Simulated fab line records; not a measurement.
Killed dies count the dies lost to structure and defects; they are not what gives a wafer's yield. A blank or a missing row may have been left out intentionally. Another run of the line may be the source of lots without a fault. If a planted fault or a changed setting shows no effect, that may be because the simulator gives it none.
Which tool did it? ; flow sky130 ; 13 lots with 39 wafers sampled at 3 steps, on a route of 708 steps

== WHAT THE GAUGES SHOWED, per wafer ==
SKY_SONOS_TUNNEL_CD_MEAS_07 targets a cd of 410 nm. Usual: cd nm 410.3 nm, standard deviation 2.2.
lot;measured;on;cd nm (nm);flag
L119;day 11 18:32;cd sem-02;411.1 411.1 410.1;
L120;day 12 04:30;cd sem-02;410.8 409.3 412.1;
L122;day 12 20:43;cd sem-02;407.7 409.9 410.1;
L123;day 13 11:22;cd sem-02;412.7 412.5 410.3;
L124;day 13 17:54;cd sem-02;411.0 414.5 412.8;
L125;day 14 01:27;cd sem-01;412.4 411.9 410.6;
L126;day 14 08:29;cd sem-01;411.2 412.2 411.5;
L130;day 15 22:34;cd sem-02;411.5 410.3 409.3;
L131;day 15 22:53;cd sem-01;409.1 408.3 407.1;
L135;day 17 11:40;cd sem-01;405.1 406.7 408.3;
L138;day 18 05:55;cd sem-01;409.4 409.1 410.6;
L139;day 18 14:48;cd sem-02;411.9 410.9 414.1;
L140;day 19 15:51;cd sem-02;414.1 414.6 413.4;

SKY_SONOS_ONO_CD_MEAS_13 targets a cd of 410 nm. Usual: cd nm 409.9 nm, standard deviation 2.4.
lot;measured;on;cd nm (nm);flag
L119;day 12 23:28;cd sem-01;407.4 407.7 408.8;
L120;day 13 09:28;cd sem-01;409.8 409.2 410.5;
L122;day 14 06:29;cd sem-02;408.1 408.9 409.0;
L123;day 14 18:04;cd sem-02;408.8 407.0 405.9;
L124;day 15 07:09;cd sem-01;411.4 410.7 410.5;
L125;day 15 12:12;cd sem-01;410.6 410.3 410.3;
L126;day 15 21:06;cd sem-01;410.8 414.1 413.2;
L130;day 17 06:37;cd sem-02;407.7 407.1 408.5;
L131;day 17 08:51;cd sem-02;408.4 409.3 410.3;
L135;day 19 00:20;cd sem-01;411.8 410.1 410.0;
L138;day 19 17:25;cd sem-02;411.8 412.0 411.8;
L139;day 20 02:22;cd sem-02;408.9 409.9 407.9;
L140;day 21 05:34;cd sem-02;407.4 407.5 406.4;

== WHAT TOOL EACH LOT RAN ON (gives the tool, then ch and the chambers of the sampled wafers, and finally the start) ==
lot;SKY_VT_ADJUST_HVTR_STRIP_10
L119;plasma asher-03 ch 1, day 9 20:28
L120;plasma asher-04 ch 0,1, day 10 05:27
L122;plasma asher-04 ch 1, day 10 19:52
L123;plasma asher-01 ch 0, day 11 09:57
L124;plasma asher-04 ch 0,1, day 11 15:39
L125;plasma asher-04 ch 0,1, day 11 22:04
L126;plasma asher-01 ch 0,1, day 12 05:47
L130;plasma asher-01 ch 0,1, day 13 18:00
L131;plasma asher-04 ch 0,1, day 13 18:18
L135;plasma asher-04 ch 0,1, day 15 03:16
L138;plasma asher-01 ch 0,1, day 15 20:27
L139;plasma asher-03 ch 0,1, day 16 06:13
L140;plasma asher-01 ch 0,1, day 17 04:03
- SKY_VT_ADJUST_HVTR_STRIP_10: strips in O2/N2.

== WHAT THE TOOLS THEMSELVES READ (means of the sampled wafers that have a number; where no wafer has one, the mark that the record gives instead) ==
SKY_VT_ADJUST_HVTR_STRIP_10. Usual: chamber pressure mTorr 1500.1 mTorr, standard deviation 1.4; drypump motor current A 6.0 A, standard deviation 0.43; oes product au 0.715 a.u., standard deviation 0.0044; strip time to endpoint s 14.20 s, standard deviation 0.04.
lot;tool;chamber pressure mTorr (mTorr);drypump motor current A (A);oes product au (a.u.);strip time to endpoint s (s);flag
L119;plasma asher-03;1501.1;6.1;0.713;14.26;
L120;plasma asher-04;1500.1;6.0;0.719;14.17;
L122;plasma asher-04;1499.1;6.3;0.718;14.22;
L123;plasma asher-01;1500.2;6.7;0.712;14.21;
L124;plasma asher-04;1501.6;6.0;0.713;14.20;
L125;plasma asher-04;1500.5;5.7;0.714;14.13;
L126;plasma asher-01;1499.5;6.2;0.713;14.17;
L130;plasma asher-01;1499.9;6.2;0.714;14.16;
L131;plasma asher-04;1500.0;6.0;0.717;14.26;
L135;plasma asher-04;1499.4;5.7;0.711;14.21;
L138;plasma asher-01;1499.7;6.4;0.717;14.19;
L139;plasma asher-03;1499.8;5.8;0.714;14.21;
L140;plasma asher-01;1500.5;6.2;0.716;14.18;

== THE ANSWER, worked out from the rows above alone ==
Rule: a lot is off if the mean of its wafers that have a number lies more than 3 standard deviations from the usual mean. A lot without any number at a reading at which 4 lots or more have one is off too. Any other lot the step has rows for is counted as sound. After the gauges, taken in route order, come the tools' own readings; for these a lot's mean is taken, as printed above. The first step at which some lot is off is used, and at that step the reading that is off furthest; a lot without a number counts as furthest.
Nothing can be told from this: no lot is off at any reading shown.

== WHAT THE SIMULATOR HAD PUT IN ==
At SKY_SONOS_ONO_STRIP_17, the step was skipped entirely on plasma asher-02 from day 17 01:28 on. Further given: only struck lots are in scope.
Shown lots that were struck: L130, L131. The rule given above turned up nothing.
